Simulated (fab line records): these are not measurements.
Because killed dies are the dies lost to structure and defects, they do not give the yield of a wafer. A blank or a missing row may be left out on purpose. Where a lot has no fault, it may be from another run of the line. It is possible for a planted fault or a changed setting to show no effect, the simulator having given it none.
Chamber matching / flow gf180mcu / GF_CONTACT_CMP_27 on cmp-01: 4 sister chambers
The step polishes, stops on SiO2, t overpolish 15 s, target thk 0 nm. 27 wafers are shown with their chamber, then 12 later ones without.

## WAFERS WITH THEIR CHAMBER
wafer=L079.4; chamber=1; motor_current_A (A)=11.2; time_to_endpoint_s (s)=74; head_pressure_psi (psi)=3.500
wafer=L079.5; chamber=2; motor_current_A (A)=11.2; time_to_endpoint_s (s)=78; head_pressure_psi (psi)=3.496
wafer=L079.6; chamber=3; motor_current_A (A)=11.5; time_to_endpoint_s (s)=75; head_pressure_psi (psi)=3.489
wafer=L080.4; chamber=2; motor_current_A (A)=11.5; time_to_endpoint_s (s)=77; head_pressure_psi (psi)=3.487
wafer=L080.5; chamber=0; motor_current_A (A)=10.9; time_to_endpoint_s (s)=70; head_pressure_psi (psi)=3.506
wafer=L080.6; chamber=1; motor_current_A (A)=10.7; time_to_endpoint_s (s)=71; head_pressure_psi (psi)=3.495
wafer=L082.1; chamber=3; motor_current_A (A)=11.8; time_to_endpoint_s (s)=70; head_pressure_psi (psi)=3.497
wafer=L082.2; chamber=2; motor_current_A (A)=11.2; time_to_endpoint_s (s)=77; head_pressure_psi (psi)=3.501
wafer=L082.6; chamber=0; motor_current_A (A)=10.9; time_to_endpoint_s (s)=71; head_pressure_psi (psi)=3.510
wafer=L084.4; chamber=0; motor_current_A (A)=11.2; time_to_endpoint_s (s)=69; head_pressure_psi (psi)=3.502
wafer=L084.5; chamber=1; motor_current_A (A)=10.6; time_to_endpoint_s (s)=69; head_pressure_psi (psi)=3.495
wafer=L084.6; chamber=2; motor_current_A (A)=10.9; time_to_endpoint_s (s)=77; head_pressure_psi (psi)=3.508
wafer=L085.2; chamber=1; motor_current_A (A)=10.4; time_to_endpoint_s (s)=73; head_pressure_psi (psi)=3.503
wafer=L085.3; chamber=2; motor_current_A (A)=10.8; time_to_endpoint_s (s)=74; head_pressure_psi (psi)=3.507
wafer=L085.6; chamber=2; motor_current_A (A)=10.6; time_to_endpoint_s (s)=79; head_pressure_psi (psi)=3.498
wafer=L085.1; chamber=3; motor_current_A (A)=12.1; time_to_endpoint_s (s)=72; head_pressure_psi (psi)=3.488
wafer=L085.4; chamber=0; motor_current_A (A)=10.9; time_to_endpoint_s (s)=73; head_pressure_psi (psi)=3.507
wafer=L085.5; chamber=3; motor_current_A (A)=12.4; time_to_endpoint_s (s)=71; head_pressure_psi (psi)=3.504
wafer=L086.1; chamber=2; motor_current_A (A)=11.4; time_to_endpoint_s (s)=71; head_pressure_psi (psi)=3.506
wafer=L086.5; chamber=1; motor_current_A (A)=10.4; time_to_endpoint_s (s)=68; head_pressure_psi (psi)=3.493
wafer=L086.6; chamber=0; motor_current_A (A)=11.1; time_to_endpoint_s (s)=70; head_pressure_psi (psi)=3.496
wafer=L089.1; chamber=2; motor_current_A (A)=11.9; time_to_endpoint_s (s)=76; head_pressure_psi (psi)=3.492
wafer=L089.2; chamber=3; motor_current_A (A)=11.5; time_to_endpoint_s (s)=69; head_pressure_psi (psi)=3.502
wafer=L089.3; chamber=0; motor_current_A (A)=11.3; time_to_endpoint_s (s)=74; head_pressure_psi (psi)=3.518
wafer=L089.4; chamber=1; motor_current_A (A)=10.8; time_to_endpoint_s (s)=73; head_pressure_psi (psi)=3.494
wafer=L089.5; chamber=3; motor_current_A (A)=11.7; time_to_endpoint_s (s)=72; head_pressure_psi (psi)=3.494
wafer=L089.6; chamber=2; motor_current_A (A)=11.0; time_to_endpoint_s (s)=78; head_pressure_psi (psi)=3.496

SIGNATURES (means of the wafers above)
reading=motor_current_A; chamber 0=11.050; chamber 1=10.683; chamber 2=11.167; chamber 3=11.833; scatter within a chamber=0.329
reading=time_to_endpoint_s; chamber 0=71.17; chamber 1=71.33; chamber 2=76.33; chamber 3=71.50; scatter within a chamber=2.26
reading=head_pressure_psi; chamber 0=3.50650; chamber 1=3.49667; chamber 2=3.49900; chamber 3=3.49567; scatter within a chamber=0.00653
Rule: a wafer lies at a distance from a chamber equal to the root of the sum of squares, over the readings, of (its reading less the chamber's mean, divided by the reading's scatter). If the next closest chamber is less than 2 further off than the closest, the wafer can't be placed; otherwise it belongs to the closest. The scatter: the root of (the sum of the squares of (reading less its chamber's mean) over the shown wafers, divided by (wafers less chambers)).

## WAFERS WITHOUT THEIR CHAMBER
wafer=L091.1; motor_current_A (A)=11.2; time_to_endpoint_s (s)=72; head_pressure_psi (psi)=3.495
wafer=L091.4; motor_current_A (A)=11.0; time_to_endpoint_s (s)=75; head_pressure_psi (psi)=3.490
wafer=L091.5; motor_current_A (A)=10.2; time_to_endpoint_s (s)=71; head_pressure_psi (psi)=3.490
wafer=L092.4; motor_current_A (A)=10.1; time_to_endpoint_s (s)=68; head_pressure_psi (psi)=3.504
wafer=L092.5; motor_current_A (A)=11.4; time_to_endpoint_s (s)=74; head_pressure_psi (psi)=3.506
wafer=L092.6; motor_current_A (A)=10.8; time_to_endpoint_s (s)=70; head_pressure_psi (psi)=3.495
wafer=L093.1; motor_current_A (A)=11.6; time_to_endpoint_s (s)=69; head_pressure_psi (psi)=3.494
wafer=L093.3; motor_current_A (A)=12.0; time_to_endpoint_s (s)=71; head_pressure_psi (psi)=3.492
wafer=L093.4; motor_current_A (A)=10.4; time_to_endpoint_s (s)=69; head_pressure_psi (psi)=3.489
wafer=L095.1; motor_current_A (A)=10.8; time_to_endpoint_s (s)=78; head_pressure_psi (psi)=3.500
wafer=L095.5; motor_current_A (A)=10.9; time_to_endpoint_s (s)=74; head_pressure_psi (psi)=3.500
wafer=L095.6; motor_current_A (A)=11.5; time_to_endpoint_s (s)=69; head_pressure_psi (psi)=3.489

## CHAMBER TAKEN BY EACH
wafer=L091.1; from the rows above=can't be placed: 1 or 0 or 3 or 2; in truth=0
wafer=L091.4; from the rows above=can't be placed: 2 or 1 or 0 or 3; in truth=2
wafer=L091.5; from the rows above=can't be placed: 1 or 0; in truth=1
wafer=L092.4; from the rows above=can't be placed: 1 or 0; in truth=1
wafer=L092.5; from the rows above=can't be placed: 0 or 2 or 3 or 1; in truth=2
wafer=L092.6; from the rows above=can't be placed: 1 or 0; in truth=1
wafer=L093.1; from the rows above=can't be placed: 3 or 0 or 1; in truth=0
wafer=L093.3; from the rows above=3; in truth=3
wafer=L093.4; from the rows above=can't be placed: 1 or 0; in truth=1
wafer=L095.1; from the rows above=can't be placed: 2 or 1 or 0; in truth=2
wafer=L095.5; from the rows above=can't be placed: 2 or 1 or 0 or 3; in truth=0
wafer=L095.6; from the rows above=can't be placed: 3 or 1 or 0 or 2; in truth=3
Correct placement for 1 of the 12. Cannot be placed on the basis of these rows: 11; the candidates contain the true chamber in 11. Number placed wrongly: 0.
